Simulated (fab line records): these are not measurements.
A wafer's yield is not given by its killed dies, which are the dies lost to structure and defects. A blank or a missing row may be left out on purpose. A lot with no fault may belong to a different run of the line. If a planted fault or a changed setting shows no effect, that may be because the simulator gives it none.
The tool behind it: which one? / flow gf180mcu / Sampling: 11 lots, 33 wafers, 4 of 602 route steps

WHAT THE GAUGES READ, wafer by wafer
GF_HV_LDD_TW_MEAS_50.
lot=L459; measured=day 12 10:15; on=film-metro-02; HV_LDD_4_TW=569 564 568
lot=L461; measured=day 13 02:17; on=film-metro-01; HV_LDD_4_TW=569 573 571
lot=L464; measured=day 14 04:04; on=film-metro-01; HV_LDD_4_TW=575 575 573
lot=L467; measured=day 15 03:41; on=film-metro-02; HV_LDD_4_TW=572 573 566
lot=L468; measured=day 15 06:28; on=film-metro-01; HV_LDD_4_TW=30 30 30
lot=L469; measured=day 15 18:16; on=film-metro-04; HV_LDD_4_TW=30 30 31
lot=L474; measured=day 17 16:19; on=film-metro-02; HV_LDD_4_TW=567 575 570
lot=L478; measured=day 19 02:46; on=film-metro-02; HV_LDD_4_TW=573 574 574
lot=L479; measured=day 19 06:06; on=film-metro-01; HV_LDD_4_TW=566 565 570
lot=L480; measured=day 19 12:34; on=film-metro-04; HV_LDD_4_TW=578 580 580
lot=L481; measured=day 20 00:35; on=film-metro-01; HV_LDD_4_TW=575 577 576

EACH LOT AND THE TOOL THAT RAN IT (in order: tool; ch and the chambers of the sampled wafers; start)
lot=L459; GF_HV_LDD_STRIP_22=plasma-asher-04 ch 0, day 10 20:00; GF_HV_LDD_STRIP_37=plasma-asher-03 ch 0,1, day 11 14:52; GF_HV_LDD_STRIP_49=plasma-asher-02 ch 0,1, day 12 10:09
lot=L461; GF_HV_LDD_STRIP_22=plasma-asher-04 ch 0,1, day 11 11:15; GF_HV_LDD_STRIP_37=plasma-asher-02 ch 0,1, day 12 06:39; GF_HV_LDD_STRIP_49=plasma-asher-02 ch 0,1, day 13 02:11
lot=L464; GF_HV_LDD_STRIP_22=plasma-asher-02 ch 0,1, day 12 12:02; GF_HV_LDD_STRIP_37=plasma-asher-02 ch 0,1, day 13 07:59; GF_HV_LDD_STRIP_49=plasma-asher-02 ch 1, day 14 03:57
lot=L467; GF_HV_LDD_STRIP_22=plasma-asher-04 ch 0, day 13 10:43; GF_HV_LDD_STRIP_37=plasma-asher-04 ch 0,1, day 14 06:18; GF_HV_LDD_STRIP_49=plasma-asher-02 ch 0,1, day 15 03:35
lot=L468; GF_HV_LDD_STRIP_22=plasma-asher-02 ch 0,1, day 13 13:29; GF_HV_LDD_STRIP_37=plasma-asher-04 ch 0,1, day 14 09:18; GF_HV_LDD_STRIP_49=plasma-asher-03 ch 0,1, day 15 06:22
lot=L469; GF_HV_LDD_STRIP_22=plasma-asher-03 ch 0,1, day 14 00:50; GF_HV_LDD_STRIP_37=plasma-asher-02 ch 0,1, day 14 20:59; GF_HV_LDD_STRIP_49=plasma-asher-04 ch 0,1, day 15 18:09
lot=L474; GF_HV_LDD_STRIP_22=plasma-asher-03 ch 0,1, day 15 18:17; GF_HV_LDD_STRIP_37=plasma-asher-04 ch 0,1, day 16 17:33; GF_HV_LDD_STRIP_49=plasma-asher-04 ch 0,1, day 17 16:13
lot=L478; GF_HV_LDD_STRIP_22=plasma-asher-03 ch 0, day 17 01:32; GF_HV_LDD_STRIP_37=plasma-asher-02 ch 0,1, day 18 02:05; GF_HV_LDD_STRIP_49=plasma-asher-02 ch 0,1, day 19 02:40
lot=L479; GF_HV_LDD_STRIP_22=plasma-asher-02 ch 0,1, day 17 05:54; GF_HV_LDD_STRIP_37=plasma-asher-02 ch 0,1, day 18 05:47; GF_HV_LDD_STRIP_49=plasma-asher-04 ch 0,1, day 19 06:00
lot=L480; GF_HV_LDD_STRIP_22=plasma-asher-02 ch 0,1, day 17 11:04; GF_HV_LDD_STRIP_37=plasma-asher-04 ch 0,1, day 18 11:43; GF_HV_LDD_STRIP_49=plasma-asher-02 ch 0,1, day 19 12:28
lot=L481; GF_HV_LDD_STRIP_22=plasma-asher-02 ch 1, day 17 22:23; GF_HV_LDD_STRIP_37=plasma-asher-04 ch 1, day 18 23:16; GF_HV_LDD_STRIP_49=plasma-asher-02 ch 0,1, day 20 00:29
- GF_HV_LDD_STRIP_22: strips in O2/N2.
- GF_HV_LDD_STRIP_37: strips in O2/N2.
- GF_HV_LDD_STRIP_49: strips in O2/N2.

THE ANSWER, worked out from the rows above alone
Rule: usual is defined by the lots themselves. The widest of any qualifying gaps counts: lots, ordered by their means at a reading, are off when they make up no more than a third of the lots, leave a main group of 4 or more, and stand apart from it by 3 or more times the standard deviation of that group's means. A main group is skipped when, at the precision printed for the reading in the tables above, its means are all equal. Also off: a lot with no number at a reading for which 4 or more lots have one. Where the step has rows for the other lots, those lots are counted as sound.
Off: L468, L469, seen at GF_HV_LDD_TW_MEAS_50 (HV_LDD_4_TW). Mean 572 and standard deviation 3.8 in the main group.
If a tool, at a process step before that reading, ran all the lots that are off and no sound lot after the first of them, it fits. The gauges at GF_HV_LDD_TW_MEAS_50 are tried like those tools. No candidate that was tried fits.

WHAT WAS PUT IN BY THE SIMULATOR
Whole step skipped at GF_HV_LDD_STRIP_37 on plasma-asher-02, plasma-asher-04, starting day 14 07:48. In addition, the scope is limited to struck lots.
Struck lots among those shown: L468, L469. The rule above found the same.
